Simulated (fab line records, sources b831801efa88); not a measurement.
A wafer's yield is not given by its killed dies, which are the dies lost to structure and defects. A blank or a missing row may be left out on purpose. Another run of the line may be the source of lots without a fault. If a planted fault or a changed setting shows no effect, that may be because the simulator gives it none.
Which tool was responsible? | flow sky130 | Sampling: 13 lots, 39 wafers, 4 of 708 route steps

== WHAT THE GAUGES SHOWED, per wafer ==
SKY_VT_ADJUST_LVTN_OVL_MEAS_18. Usual: VT_ADJUST_LVTN_01_OVL typically reads 0.8 nm, with standard deviation 1.3.
lot  | measured     | on         | VT_ADJUST_LVTN_01_OVL (nm) | flag
L493 | day 8 00:02  | overlay-02 | 2.0 2.3 2.2                | 
L494 | day 8 05:25  | overlay-01 | -0.6 -0.7 -0.6             | 
L498 | day 9 04:49  | overlay-02 | 3.0 4.1 3.6                | 
L499 | day 9 10:53  | overlay-01 | 0.3 0.2 -1.2               | 
L505 | day 11 01:56 | overlay-02 | 1.6 1.8 3.1                | 
L506 | day 11 10:08 | overlay-01 | 1.7 0.3 -0.4               | 
L507 | day 11 13:17 | overlay-01 | 1.0 1.7 -0.1               | 
L508 | day 11 20:20 | overlay-01 | 3.2 0.4 0.2                | 
L511 | day 12 16:12 | overlay-01 | -0.8 -0.4 -0.4             | 
L513 | day 13 06:23 | overlay-01 | 0.4 0.8 0.4                | 
L514 | day 13 14:48 | overlay-02 | 3.8 0.9 2.9                | 
L515 | day 13 22:20 | overlay-01 | -1.2 -0.6 0.6              | 
L516 | day 14 00:38 | overlay-01 | 2.0 1.6 4.2                | 

SKY_SD_N_RS_MEAS_16: measurement is done with a four-point probe. Usual: SD_N_RS typically reads 68.63 ohm/sq, with standard deviation 0.12.
lot  | measured     | on           | SD_N_RS (ohm/sq)  | flag
L493 | day 28 04:31 | filmMetro-04 | 68.69 68.56 68.61 | 
L494 | day 28 10:27 | filmMetro-04 | 68.54 68.67 68.58 | 
L505 | day 32 01:17 | filmMetro-02 | 68.82 68.74 68.75 | 
L506 | day 32 12:50 | filmMetro-01 | 68.76 68.71 68.47 | 
L507 | day 32 16:29 | filmMetro-02 | 68.74 68.73 68.82 | 
L508 | day 32 21:38 | filmMetro-01 | 68.39 68.64 68.49 | 
L511 | day 33 21:49 | filmMetro-02 | 68.78 68.86 68.66 | 
L513 | day 34 09:39 | filmMetro-02 | 68.61 68.83 68.65 | 
L514 | day 34 19:32 | filmMetro-02 | 68.63 68.77 68.52 | 
L515 | day 35 01:26 | filmMetro-04 | 68.56 68.68 68.77 | 
L516 | day 35 06:50 | filmMetro-02 | 68.74 68.80 68.60 | 

== WHICH TOOL RAN EACH LOT (tool, then ch and the chambers of the sampled wafers, then the start) ==
lot  | SKY_SONOS_TUNNEL_WET_ETCH_10   | SKY_SONOS_ONO_ETCH_15
L493 | wetBench-03 ch 2, day 11 15:06 | rieDiel-02 ch 0,2,3, day 12 22:21
L494 | wetBench-02 ch 3, day 11 21:05 | rieDiel-02 ch 0,2,3, day 13 04:42
L498 | wetBench-03 ch 3, day 13 00:03 | -
L499 | wetBench-02 ch 2, day 13 05:27 | -
L505 | wetBench-02 ch 2, day 15 06:30 | rieDiel-02 ch 0,1,3, day 16 15:11
L506 | wetBench-01 ch 2, day 15 16:36 | rieDiel-01 ch 0,1,3, day 17 00:44
L507 | wetBench-01 ch 1, day 15 19:51 | rieDiel-04 ch 0,1, day 17 07:14
L508 | wetBench-03 ch 1, day 16 02:23 | rieDiel-04 ch 0,2,3, day 17 10:48
L511 | wetBench-02 ch 3, day 17 02:36 | rieDiel-01 ch 1,2, day 18 14:33
L513 | wetBench-03 ch 0, day 17 19:08 | rieDiel-04 ch 1,2,3, day 19 06:38
L514 | wetBench-02 ch 3, day 18 05:14 | rieDiel-01 ch 0,2,3, day 19 16:46
L515 | wetBench-01 ch 1, day 18 14:54 | rieDiel-02 ch 1,2, day 20 03:09
L516 | wetBench-02 ch 2, day 18 18:08 | rieDiel-02 ch 1,2,3, day 20 08:21
- SKY_SONOS_TUNNEL_WET_ETCH_10: etches SiO2 in dHF, target depth 14 nm, time 280 s.
- SKY_SONOS_ONO_ETCH_15: etches the open film in CHF3/O2, target depth 19.52 nm, time 7.8 s.

== AS READ BY THE TOOLS THEMSELVES (means over the sampled wafers that have a number; for cases with no such wafer, the mark the record gives instead) ==
SKY_SONOS_TUNNEL_WET_ETCH_10. Usual: bathHeatDutyPct 6.5 %, standard deviation 0.63; runLengthS 308 s, standard deviation 3.4.
lot  | tool        | bathHeatDutyPct (%) | runLengthS (s) | flag
L493 | wetBench-03 | 6.2                 | 307            | 
L494 | wetBench-02 | 6.5                 | 306            | 
L498 | wetBench-03 | -                   | -              | OFF
L499 | wetBench-02 | -                   | -              | OFF
L505 | wetBench-02 | 6.9                 | 314            | 
L506 | wetBench-01 | 5.7                 | 313            | 
L507 | wetBench-01 | 7.2                 | 313            | 
L508 | wetBench-03 | 6.4                 | 305            | 
L511 | wetBench-02 | 6.7                 | 306            | 
L513 | wetBench-03 | 7.4                 | 315            | 
L514 | wetBench-02 | 6.7                 | 307            | 
L515 | wetBench-01 | 6.9                 | 307            | 
L516 | wetBench-02 | 6.2                 | 307            | 

SKY_SONOS_ONO_ETCH_15. Usual: O2_flow_sccm 4.998 sccm, standard deviation 0.014; biasW 200.0 W, standard deviation 0.62; drypumpMotorCurrentA 5.7 A, standard deviation 0.41; oesProductAu 1.001 a.u., standard deviation 0.0079; throttleValvePct 8.825 %, standard deviation 0.0097.
lot  | tool       | O2_flow_sccm (sccm) | biasW (W) | drypumpMotorCurrentA (A) | oesProductAu (a.u.) | throttleValvePct (%) | flag
L493 | rieDiel-02 | 4.991               | 200.3     | 5.9                      | 1.001               | 8.829                | 
L494 | rieDiel-02 | 5.014               | 200.7     | 5.8                      | 1.003               | 8.824                | 
L505 | rieDiel-02 | 5.001               | 200.2     | 5.6                      | 0.994               | 8.819                | 
L506 | rieDiel-01 | 4.996               | 199.9     | 5.6                      | 0.993               | 8.822                | 
L507 | rieDiel-04 | 5.005               | 200.7     | 4.9                      | 0.994               | 8.821                | 
L508 | rieDiel-04 | 5.008               | 200.1     | 5.3                      | 1.006               | 8.831                | 
L511 | rieDiel-01 | 4.997               | 200.2     | 5.6                      | 1.010               | 8.832                | 
L513 | rieDiel-04 | 4.991               | 199.6     | 5.4                      | 1.002               | 8.817                | 
L514 | rieDiel-01 | 5.006               | 199.7     | 5.9                      | 1.002               | 8.832                | 
L515 | rieDiel-02 | 5.016               | 200.0     | 6.2                      | 1.002               | 8.826                | 
L516 | rieDiel-02 | 4.994               | 200.1     | 5.9                      | 0.992               | 8.823                | 

== THE ANSWER, worked out from the rows above alone ==
Rule: lot off if the mean of its wafers having a number is beyond 3 standard deviations from the usual mean. Also off: a lot with no number at a reading for which 4 or more lots have one. The other lots that the step has rows for count as sound. Order of review: gauges by route order, followed by the tools' own readings, for which a lot's mean as printed above is used. At the first step where some lot is off, the reading lying furthest off is the one used; lots without a number count as furthest.
Off: L498, L499 (SKY_SONOS_TUNNEL_WET_ETCH_10, bathHeatDutyPct). Without a number there: L498, L499.
A tool fits if, at that step or a process step before it, it ran every lot that is off, and no sound lot after the first of them. Of those tried, none fits.

== WHAT THE SIMULATOR HAD INSERTED ==
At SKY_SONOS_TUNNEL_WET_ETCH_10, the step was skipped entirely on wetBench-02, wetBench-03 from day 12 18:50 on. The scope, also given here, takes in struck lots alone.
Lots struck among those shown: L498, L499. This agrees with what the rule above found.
